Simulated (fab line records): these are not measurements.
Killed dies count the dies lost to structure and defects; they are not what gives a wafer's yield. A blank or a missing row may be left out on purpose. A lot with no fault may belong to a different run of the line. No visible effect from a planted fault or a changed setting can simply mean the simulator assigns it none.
Tool commonality check    flow gf180mcu    11 lots and 33 wafers in the sample

THE REASON FOR OPENING IT
Of 11 lots, 2 have the reading PSD_RS flagged at GF_PSD_RS_MEAS_15. Wafers without a fault read 108.5 ohm/sq, standard deviation 0.33.
Rule: a lot is flagged in two cases, either no wafer of it has a number, or all its wafers with numbers fall more than 4 standard deviations from that mean. The rest of the lots are taken to be sound.

lot   measured      on             PSD_RS (ohm/sq), wafer by wafer  flag
L931  day 14 04:37  film metro-03  108.1 108.5 108.4                
L933  day 14 23:47  film metro-04  109.1 108.9 108.8                
L936  day 16 00:26  film metro-01  108.7 108.9 108.7                
L938  day 16 15:52  film metro-03  115.8 115.2 115.4                FLAGGED
L939  day 17 04:54  film metro-01  115.1 114.7 114.9                FLAGGED
L948  day 20 12:18  film metro-01  108.3 108.1 108.1                
L949  day 20 14:56  film metro-04  108.5 108.9 108.7                
L950  day 20 21:13  film metro-03  108.8 108.8 109.2                
L951  day 21 08:16  film metro-01  108.3 108.5 108.5                
L952  day 21 14:14  film metro-04  109.0 108.8 108.6                
L953  day 22 07:48  film metro-01  108.1 108.7 108.7                
On average the flagged lots' numbers are 115.2 ohm/sq, which is +6.7 ohm/sq against the usual, or +20 standard deviations.

LOT BY LOT: THE TOOL USED
The record holds 2 process steps before the reading, out of a route of 602 steps. Every cell lists first the tool, next ch and the chambers used by the sampled wafers, and last the start.
lot   flag     GF_PSD_IMPLANT_09                GF_PSD_STRIP_10
L931           implanter-03 ch 0, day 14 04:02  plasma asher-04 ch 0,1, day 14 04:11
L933           implanter-02 ch 0, day 14 23:14  plasma asher-03 ch 0,1, day 14 23:22
L936           implanter-02 ch 0, day 15 23:52  plasma asher-04 ch 0,1, day 15 23:59
L938  FLAGGED  implanter-02 ch 0, day 16 15:16  plasma asher-03 ch 0,1, day 16 15:23
L939  FLAGGED  implanter-02 ch 0, day 17 04:20  plasma asher-04 ch 0,1, day 17 04:29
L948           implanter-02 ch 0, day 20 11:44  plasma asher-04 ch 0,1, day 20 11:53
L949           implanter-02 ch 0, day 20 14:22  plasma asher-04 ch 0,1, day 20 14:29
L950           implanter-02 ch 0, day 20 20:36  plasma asher-01 ch 1, day 20 20:46
L951           implanter-04 ch 0, day 21 07:43  plasma asher-03 ch 0,1, day 21 07:50
L952           implanter-02 ch 0, day 21 13:41  plasma asher-03 ch 0,1, day 21 13:50
L953           implanter-04 ch 0, day 22 07:14  plasma asher-01 ch 0,1, day 22 07:23
What is done by these steps:
- GF_PSD_IMPLANT_09
- GF_PSD_STRIP_10: strips in O2/N2.
- GF_PSD_RS_MEAS_15: measures by four-point-probe.

FLAGGED OVER TOTAL, TOOL BY TOOL (the gauges that took the reading come last)
step               tool             lots run  flagged  share of the flagged lots  sound lots run after its first flagged lot
GF_PSD_IMPLANT_09  implanter-02     8         2        all                        4 (L948,L949,L950,L952)
GF_PSD_IMPLANT_09  implanter-03     1         0        none                       -
GF_PSD_IMPLANT_09  implanter-04     2         0        none                       -
GF_PSD_STRIP_10    plasma asher-01  2         0        none                       -
GF_PSD_STRIP_10    plasma asher-03  4         1        some                       2 (L951,L952)
GF_PSD_STRIP_10    plasma asher-04  5         1        some                       2 (L948,L949)
GF_PSD_RS_MEAS_15  film metro-01    5         1        some                       3 (L948,L951,L953)
GF_PSD_RS_MEAS_15  film metro-03    3         1        some                       1 (L950)
GF_PSD_RS_MEAS_15  film metro-04    3         0        none                       -

WHAT IS ALLOWED BY THE TABLE
All flagged lots share 1 row of the table, namely implanter-02 at GF_PSD_IMPLANT_09.
- implanter-02 at GF_PSD_IMPLANT_09: 2 of its 8 lots flagged. Sound lots ran on it after the first flagged one (L948, L949, L950, L952), which a lasting fault on the whole tool wouldn't allow. Its own readings lie more than 4 standard deviations out on every wafer of the flagged lots: beam energy keV.
Not one row of the table ran every flagged lot while running no sound lot after the first.

WHAT THE SIMULATOR HAD PUT IN
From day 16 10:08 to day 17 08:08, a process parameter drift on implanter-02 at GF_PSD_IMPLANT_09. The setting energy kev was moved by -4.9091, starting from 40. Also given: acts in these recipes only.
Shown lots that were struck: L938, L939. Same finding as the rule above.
